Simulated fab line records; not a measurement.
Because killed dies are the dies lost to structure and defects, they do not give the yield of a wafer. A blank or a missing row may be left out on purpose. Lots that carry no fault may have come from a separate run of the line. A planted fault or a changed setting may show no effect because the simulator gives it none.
Matching of chambers | flow sky130 | pecvd-01 running SKY_CAP2M_CVD_00: 3 sister chambers
The step deposits SiO2, target thk 15.5 nm. 16 wafers are shown with their chamber, then 8 later ones without.

== EACH WAFER AND ITS CHAMBER ==
wafer  | chamber | heater_power_w (W)
L076.1 | 1       | 766
L076.2 | 2       | 686
L076.5 | 1       | 788
L080.1 | 1       | 747
L080.2 | 2       | 683
L080.6 | 1       | 739
L081.1 | 2       | 648
L081.2 | 0       | 630
L081.4 | 2       | 635
L084.3 | 1       | 731
L084.4 | 2       | 691
L084.6 | 1       | 749
L090.2 | 0       | 713
L090.5 | 2       | 735
L090.6 | 1       | 755
L092.1 | 0       | 675

SIGNATURES (means of the wafers above)
reading        | chamber 0 | chamber 1 | chamber 2 | scatter within a chamber
heater_power_w | 672.67    | 753.57    | 679.67    | 30.2
Rule: for a wafer and a chamber, the distance is found by dividing, reading by reading, the gap between the wafer's reading and the chamber's mean by the reading's scatter, squaring, summing and taking the root. If the next closest chamber is less than 2 further off than the closest, the wafer can't be placed; otherwise it belongs to the closest. How the scatter is found: for the shown wafers, subtract from each reading the mean of its chamber, square and add these, divide the total by (wafers less chambers), then take the root.

== WAFERS WHOSE CHAMBER IS MISSING ==
wafer  | heater_power_w (W)
L092.4 | 700
L092.6 | 744
L094.1 | 712
L094.3 | 662
L094.5 | 760
L097.2 | 670
L097.5 | 785
L097.6 | 623

== CHAMBER TAKEN BY EACH ==
wafer  | from the rows above          | in truth
L092.4 | can't be placed: 2 or 0 or 1 | 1
L092.6 | can't be placed: 1 or 2      | 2
L094.1 | can't be placed: 2 or 0 or 1 | 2
L094.3 | can't be placed: 0 or 2      | 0
L094.5 | 1                            | 1
L097.2 | can't be placed: 0 or 2      | 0
L097.5 | 1                            | 1
L097.6 | can't be placed: 0 or 2      | 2
Correctly placed: 2 of 8. Can't be placed from these rows: 6 (the true chamber is among the candidates in 6). Number placed wrongly: 0.
